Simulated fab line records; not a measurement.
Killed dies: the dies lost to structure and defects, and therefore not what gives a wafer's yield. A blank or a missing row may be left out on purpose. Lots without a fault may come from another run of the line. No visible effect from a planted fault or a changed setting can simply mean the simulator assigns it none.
Comparing a struck lot with a sound one    flow gf180mcu    16 steps out of a route of 602
Sound: wafers L929.2, L929.5, L929.6. Struck: wafer L935.4 (left out: L935.1, L935.5 of the same lot, which were not struck); the cause appears at the end.
Per side, at each step with rows, come the tool, then ch with its chambers, and then its first start. Under that, the readings that differ: sound wafers    struck wafers    difference of the means    sigmas: that difference in standard deviations of wafers without a fault.
alike: same words and numbers on both sides, and readings whose means sit less than 2 such deviations apart. not compared: any withheld reading, any reading some wafer has no value for, any bound like >300 that may hide the same value, and any number with overlapping values for which the record gives no deviation.
The two part at a step that has a row with sigmas, a row that says differs or no value, or rows on one side only. When numbers do not overlap yet have no deviation, they are printed without sigmas and do not part them. Lack of a reading on every wafer of one side parts them only where that side has two or more wafers.

first, 2 steps without rows for these wafers: GF_M4_HMDS_08 (prime time 60 s); GF_M4_COAT_09 (resist thk 1000 nm).
GF_M4_SOFTBAKE_10: time 61.35 s.
  sound on litho_track-01 ch 0, day 24 19:47; struck on litho_track-03 ch 0, day 26 17:07
  alike: plate_sensor_t_centre_C, plate_sensor_t_edge_C
then, 3 steps without rows for these wafers: GF_M4_EXPOSE_11 (exposes mask Metal4, target cd 280 nm); GF_M4_PEB_12 (peb time 90 s); GF_M4_DEVELOP_13 (develop time 60 s).
GF_M4_CD_MEAS_14: the cd target is 280 nm.
  sound: cd_sem-02 at day 25 06:35; struck: cd_sem-01 at day 27 03:19
  alike: cd_nm
GF_M4_OVL_MEAS_15:
  sound: overlay-01 at day 25 06:41; struck: overlay-01 at day 27 03:26
  alike: M4_OVL
GF_M4_METAL_ETCH_16: etches the open film in Cl2/BCl3, stops on SiO2, target depth 627.5 nm, time 104.6 s.
  sound on rie_metal-02 ch 0,1, day 25 06:43; struck on rie_metal-04 ch 1, day 27 03:28
reading             sound              struck  difference  sigmas
rf_fwd_power_W (W)  794.6 801.6 797.2  791.2   -6.6        -3
  alike: drypump_motor_current_A, oes_product_au, throttle_valve_pct
  not compared: rf_hours_counter_h
GF_M4_STRIP_17: strips in O2/N2.
  sound on plasma_asher-04 ch 0,1, day 25 06:52; struck on plasma_asher-04 ch 1, day 27 03:41
  alike: drypump_motor_current_A, heater_power_w, oes_product_au, strip_time_to_endpoint_s
  not compared: rf_hours_counter_h
then, 2 steps without rows for these wafers: GF_M4_STRIP_18 (strips in post etch residue remover, time 1200 s); GF_M4_CLEAN_19 (cleans in DIW).
GF_V4_CVD_00: deposits SiO2, target thk 600 nm, time 100 s.
  sound on hdpcvd-02 ch 0,2, day 25 07:46; struck on hdpcvd-02 ch 2, day 27 04:13
reading                              sound              struck  difference  sigmas
sih4_flow_sccm (sccm)                59.93 59.81 59.79  71.97   +12.13      +71
model.SiO2_of_V4_CVD_00.thk_nm (nm)  592 597.5 598.8    724.9   +128.8      
GF_V4_THK_MEAS_01:
  sound: film_metro-03 at day 25 07:53; struck: film_metro-04 at day 27 04:31
reading             sound        struck  difference  sigmas
V4_CVD_00_THK (nm)  592 597 599  725     +129        +22
  not compared: hold
GF_V4_CVD_02: deposits SiO2 from TEOS, target thk 850 nm, time 94.851 s.
  sound on pecvd-02 ch 0,1, day 25 07:56; struck on pecvd-03 ch 2, day 27 08:38
reading  sound  struck                    difference                    sigmas
hold     - - -  await_dispo/4.1h/release  no value on the sound wafers  
  alike: heater_power_w, rf_fwd_power_W
following that, these wafers have no rows for 1 step: GF_PASSIVATION_PROBE_99.

## WHERE THEY PART
Earliest at GF_M4_METAL_ETCH_16; latest, in this record, at GF_V4_CVD_02.

WHY: what had been put in by the simulator
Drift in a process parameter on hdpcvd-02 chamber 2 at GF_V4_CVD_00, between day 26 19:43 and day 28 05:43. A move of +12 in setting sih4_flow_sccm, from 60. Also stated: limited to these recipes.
